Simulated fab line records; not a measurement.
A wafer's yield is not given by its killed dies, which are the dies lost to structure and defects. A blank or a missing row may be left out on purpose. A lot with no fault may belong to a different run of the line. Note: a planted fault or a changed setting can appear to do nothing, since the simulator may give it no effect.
Chamber matching    flow sky130    rie_diel-02 running SKY_VIA2_ETCH_15: 4 sister chambers
The step etches SiO2 in C4F8/O2/Ar, stops on TiN, target depth 546 nm, time 84 s. 8 wafers are shown with their chamber, then 11 later ones without.

== EACH WAFER AND ITS CHAMBER ==
wafer   chamber  bias_w (W)  oes_product_au (a.u.)
L081.5  2        1200        0.944
L083.1  0        1198        0.946
L083.4  1        1200        0.947
L083.5  3        1199        0.943
L085.1  0        1197        0.938
L085.2  1        1204        0.936
L085.3  2        1200        0.936
L085.4  3        1204        0.942

== WAFERS WHOSE CHAMBER IS MISSING ==
wafer   bias_w (W)  oes_product_au (a.u.)
L085.5  1194        0.940
L085.6  1203        0.940
L088.1  1204        0.937
L088.3  1199        0.940
L088.4  1203        0.944
L090.1  1199        0.950
L090.2  1204        0.953
L090.3  1201        0.944
L090.4  1197        0.943
L090.5  1205        0.946
L090.6  1194        0.933

== CHAMBER TAKEN BY EACH ==
wafer   from the rows above                in truth
L085.5  can't be placed: 0 or 2 or 3 or 1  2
L085.6  can't be placed: 1 or 3 or 2 or 0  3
L088.1  can't be placed: 1 or 3 or 2 or 0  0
L088.3  can't be placed: 2 or 0 or 3 or 1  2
L088.4  can't be placed: 1 or 3 or 2 or 0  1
L090.1  can't be placed: 0 or 3 or 2 or 1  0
L090.2  can't be placed: 3 or 1 or 2 or 0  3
L090.3  can't be placed: 3 or 1 or 2 or 0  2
L090.4  can't be placed: 0 or 2 or 3 or 1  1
L090.5  can't be placed: 1 or 3 or 2 or 0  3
L090.6  can't be placed: 0 or 2 or 3 or 1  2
Correct placement for 0 of the 11. Unplaceable from these rows: 11, with the true chamber sitting among the candidates in 11. 0 placed wrongly.
How it was worked out, from the rows above alone: a wafer's distance from a chamber is the root of the sum, over the readings, of the square of ((its reading less the chamber's mean) divided by the reading's scatter). If the next closest chamber is less than 2 further off than the closest, the wafer can't be placed; otherwise it belongs to the closest. For every chamber, the mean is computed from those of its wafers that are shown. How the scatter is found: for the shown wafers, subtract from each reading the mean of its chamber, square and add these, divide the total by (wafers less chambers), then take the root.
